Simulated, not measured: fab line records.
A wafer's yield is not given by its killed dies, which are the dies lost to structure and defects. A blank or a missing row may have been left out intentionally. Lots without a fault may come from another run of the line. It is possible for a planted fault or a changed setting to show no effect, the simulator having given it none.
Chamber matching / flow sky130 / SKY_PASSIVATION_ETCH_11 on rie_diel-03: 4 sister chambers
The step etches the open film in CF4/O2, stops on AlCu, target depth 725 nm, time 161.1 s. 8 wafers are shown with their chamber, then 12 later ones without.

== EACH WAFER AND ITS CHAMBER ==
wafer=L074.5; chamber=0; drypump_motor_current_A (A)=5.9; oes_product_au (a.u.)=0.975
wafer=L076.1; chamber=2; drypump_motor_current_A (A)=5.9; oes_product_au (a.u.)=0.957
wafer=L082.6; chamber=2; drypump_motor_current_A (A)=5.9; oes_product_au (a.u.)=0.956
wafer=L083.1; chamber=0; drypump_motor_current_A (A)=5.8; oes_product_au (a.u.)=0.960
wafer=L083.3; chamber=1; drypump_motor_current_A (A)=4.9; oes_product_au (a.u.)=0.982
wafer=L086.1; chamber=3; drypump_motor_current_A (A)=5.3; oes_product_au (a.u.)=0.977
wafer=L086.3; chamber=1; drypump_motor_current_A (A)=4.9; oes_product_au (a.u.)=0.985
wafer=L086.5; chamber=3; drypump_motor_current_A (A)=5.3; oes_product_au (a.u.)=0.978

== WAFERS WHOSE CHAMBER IS MISSING ==
wafer=L088.2; drypump_motor_current_A (A)=5.9; oes_product_au (a.u.)=0.980
wafer=L088.3; drypump_motor_current_A (A)=5.9; oes_product_au (a.u.)=0.962
wafer=L088.5; drypump_motor_current_A (A)=5.9; oes_product_au (a.u.)=0.958
wafer=L089.2; drypump_motor_current_A (A)=5.8; oes_product_au (a.u.)=0.977
wafer=L089.3; drypump_motor_current_A (A)=5.9; oes_product_au (a.u.)=0.964
wafer=L089.4; drypump_motor_current_A (A)=5.3; oes_product_au (a.u.)=0.965
wafer=L091.2; drypump_motor_current_A (A)=5.8; oes_product_au (a.u.)=0.960
wafer=L091.5; drypump_motor_current_A (A)=5.8; oes_product_au (a.u.)=0.961
wafer=L091.6; drypump_motor_current_A (A)=5.3; oes_product_au (a.u.)=0.955
wafer=L092.2; drypump_motor_current_A (A)=5.3; oes_product_au (a.u.)=0.971
wafer=L092.5; drypump_motor_current_A (A)=5.9; oes_product_au (a.u.)=0.955
wafer=L092.6; drypump_motor_current_A (A)=4.9; oes_product_au (a.u.)=0.979

== WHICH CHAMBER EACH ONE RAN IN ==
wafer=L088.2; from the rows above=can't be placed: 0 or 2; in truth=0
wafer=L088.3; from the rows above=can't be placed: 2 or 0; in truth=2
wafer=L088.5; from the rows above=can't be placed: 2 or 0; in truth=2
wafer=L089.2; from the rows above=0; in truth=0
wafer=L089.3; from the rows above=can't be placed: 2 or 0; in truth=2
wafer=L089.4; from the rows above=3; in truth=3
wafer=L091.2; from the rows above=can't be placed: 0 or 2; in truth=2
wafer=L091.5; from the rows above=can't be placed: 0 or 2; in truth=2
wafer=L091.6; from the rows above=3; in truth=3
wafer=L092.2; from the rows above=3; in truth=3
wafer=L092.5; from the rows above=2; in truth=2
wafer=L092.6; from the rows above=1; in truth=1
6 of 12 placed correctly. These rows do not allow placing 6 (true chamber among the candidates in 6). Number placed wrongly: 0.
How it was worked out, from the rows above alone: a wafer's distance from a chamber is the root of the sum, over the readings, of the square of ((its reading less the chamber's mean) divided by the reading's scatter). If the next closest chamber is less than 2 further off than the closest, the wafer can't be placed; otherwise it belongs to the closest. For every chamber, the mean is computed from those of its wafers that are shown. The scatter: take each reading less its chamber's mean, square it, sum over the shown wafers, divide by the number of wafers less the number of chambers, and take the root.
